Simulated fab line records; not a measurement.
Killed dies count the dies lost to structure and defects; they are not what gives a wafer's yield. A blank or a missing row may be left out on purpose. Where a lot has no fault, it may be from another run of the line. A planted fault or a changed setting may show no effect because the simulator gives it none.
Chamber matching -- flow sky130 -- SKY_CONTACT_ETCH_17 on rie diel-01 has 4 sister chambers
The step etches SiO2 in C4F8/O2/Ar, stops on Si3N4, target depth 340 nm. 8 wafers are shown with their chamber, then 7 later ones without.

WAFERS PAIRED WITH THEIR CHAMBERS
wafer,chamber,bias w (W),oes product au (a.u.)
L078.5,2,1204,0.886
L081.5,1,1193,0.884
L082.6,0,1200,0.889
L089.2,3,1203,0.889
L089.3,2,1198,0.895
L089.5,3,1200,0.883
L090.2,1,1198,0.891
L090.3,0,1196,0.902

WAFERS WHOSE CHAMBER IS MISSING
wafer,bias w (W),oes product au (a.u.)
L090.4,1198,0.897
L094.3,1197,0.897
L094.4,1202,0.886
L094.6,1205,0.891
L097.1,1202,0.895
L097.2,1195,0.892
L097.4,1204,0.895

WHICH CHAMBER EACH WENT THROUGH
wafer,from the rows above,in truth
L090.4,can't be placed: 0 or 2 or 1 or 3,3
L094.3,can't be placed: 0 or 1 or 2 or 3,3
L094.4,can't be placed: 3 or 2 or 0 or 1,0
L094.6,can't be placed: 2 or 3 or 0 or 1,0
L097.1,can't be placed: 2 or 0 or 3 or 1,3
L097.2,can't be placed: 1 or 0 or 2 or 3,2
L097.4,can't be placed: 2 or 3 or 0 or 1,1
0 of 7 placed correctly. Can't be placed from these rows: 7 (the true chamber is among the candidates in 7). Wrongly placed: 0.
How it was worked out, from the rows above alone: a wafer's distance from a chamber is the root of the sum, over the readings, of the square of ((its reading less the chamber's mean) divided by the reading's scatter). The wafer belongs to the nearest chamber; if the next one is less than 2 further off, it can't be placed. Each chamber's mean is taken over the wafers shown for it. The scatter is the square root of a quotient: the sum, over the shown wafers, of each reading's squared deviation from its chamber's mean, divided by wafers minus chambers.
